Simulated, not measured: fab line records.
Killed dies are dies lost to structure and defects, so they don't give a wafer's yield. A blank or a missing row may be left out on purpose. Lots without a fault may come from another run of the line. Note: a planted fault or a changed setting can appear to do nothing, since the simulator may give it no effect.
A lot that was struck, set against a sound lot :: flow sky130 :: 16 steps out of a route of 708
Sound: these wafers, L277.1, L277.5, L277.6. Wafers L284.1, L284.2, L284.3 were the ones struck. The cause is given at the end.
Per side, at each step with rows, come the tool, then ch with its chambers, and then its first start. Under that, the readings that differ: sound wafers :: struck wafers :: difference of the means :: sigmas: that difference in standard deviations of wafers without a fault.
alike: same words and numbers on both sides, and readings whose means sit less than 2 such deviations apart. not compared: any withheld reading, any reading some wafer has no value for, any bound like >300 that may hide the same value, and any number with overlapping values for which the record gives no deviation.
A row with sigmas, a row that says differs or no value, or rows on one side alone: a step with any of these is where the two part. When numbers do not overlap yet have no deviation, they are printed without sigmas and do not part them. A reading missing from all wafers of one side parts the sides only when that side holds two or more wafers.

SKY_CONTACT_BOW_MEAS_05:
  sound on filmMetro-04 at day 31 13:04; struck on filmMetro-01 at day 33 17:17
  alike: CONTACT_BOW
then, 8 steps without rows for these wafers: SKY_CONTACT_DEHYDRATE_06 (time 60 s); SKY_CONTACT_HMDS_07 (prime time 60 s); SKY_CONTACT_COAT_08 (resist thk 60 nm); SKY_CONTACT_COAT_09 (resist thk 450 nm); SKY_CONTACT_SOFTBAKE_10 (time 90 s); SKY_CONTACT_EXPOSE_11 (exposes mask CTM1, target cd 170 nm); SKY_CONTACT_PEB_12; SKY_CONTACT_DEVELOP_13 (develop time 60 s).
SKY_CONTACT_CD_MEAS_14 targets a cd of 170 nm.
  sound on cdSem-01 at day 32 16:14; struck on cdSem-01 at day 34 20:16
  alike: cdNm
SKY_CONTACT_OVL_MEAS_15:
  sound on overlay-02 at day 32 16:22; struck on overlay-02 at day 34 20:23
  alike: CONTACT_OVL
SKY_CONTACT_ETCH_16: etches BARC in N2/H2, stops on SiO2, time 45.9 s, target depth 60 nm.
  sound on rieDiel-01 ch 1,2,3, day 32 16:24; struck on rieDiel-04 ch 1,2,3, day 34 20:25
  alike: drypumpMotorCurrentA, oesProductAu, rfFwdPowerW, throttleValvePct
  not compared: rfHoursCounterH
SKY_CONTACT_ETCH_17: etches SiO2 in C4F8/O2/Ar, stops on Si3N4, target depth 340 nm.
  sound on rieDiel-01 ch 1,2,3, day 32 16:26; struck on rieDiel-04 ch 1,2,3, day 34 20:28
reading: oesProductAu (a.u.)
sound: 0.900 0.893 0.890
struck: 0.882 0.879 0.893
difference: -0.010
sigmas: -2

reading: rfFwdPowerW (W)
sound: 1489 1487 1486
struck: 1725 1731 1737
difference: +244
sigmas: +45

reading: model.Si3N4_of_CONTACT_CVD_00.thkNm (nm)
sound: 73.86 75.28 75.11
struck: 70.52 70.02 69.01
difference: -4.90
sigmas: 

reading: model.KrF-thick_of_CONTACT_COAT_09.thkNm (nm)
sound: 327.7 326.9 328.5
struck: 319.6 323.4 322.3
difference: -5.9
sigmas: 
  not compared: model.CONTACT.featureDepthNm
SKY_CONTACT_ETCH_18: etches Si3N4 in CHF3/O2, stops on TiN, time 39 s, target depth 75 nm.
  sound: rieDiel-01 ch 1,2,3; struck: rieDiel-04 ch 1,2,3
reading: oesProductAu (a.u.)
sound: 0.852 0.856 0.850
struck: 0.819 0.825 0.813
difference: -0.034
sigmas: -4

reading: model.etch.depthNm (nm)
sound: 73.86 75.28 75.11
struck: 70.52 70.02 69.01
difference: -4.90
sigmas: 
  alike: O2_flow_sccm, drypumpMotorCurrentA, rfFwdPowerW, throttleValvePct
  not compared: rfHoursCounterH
SKY_CONTACT_STRIP_19: strips in O2/N2.
  sound on plasmaAsher-03 ch 0,1, day 32 16:32; struck on plasmaAsher-04 ch 0,1, day 34 20:33
  alike: drypumpMotorCurrentA, oesProductAu, stripTimeToEndpointS
  not compared: rfHoursCounterH
then, 1 step without rows for these wafers: SKY_PAD_OPEN_PROBE_99.

WHERE THEY PART
At SKY_CONTACT_ETCH_17 first; at SKY_CONTACT_ETCH_18 last (within this record only). Later steps at which nothing parts them and some readings are alike: SKY_CONTACT_STRIP_19.

WHY: whatever the simulator had introduced
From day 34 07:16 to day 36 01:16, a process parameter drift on rieDiel-04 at SKY_CONTACT_ETCH_17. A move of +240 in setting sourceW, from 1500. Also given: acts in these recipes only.
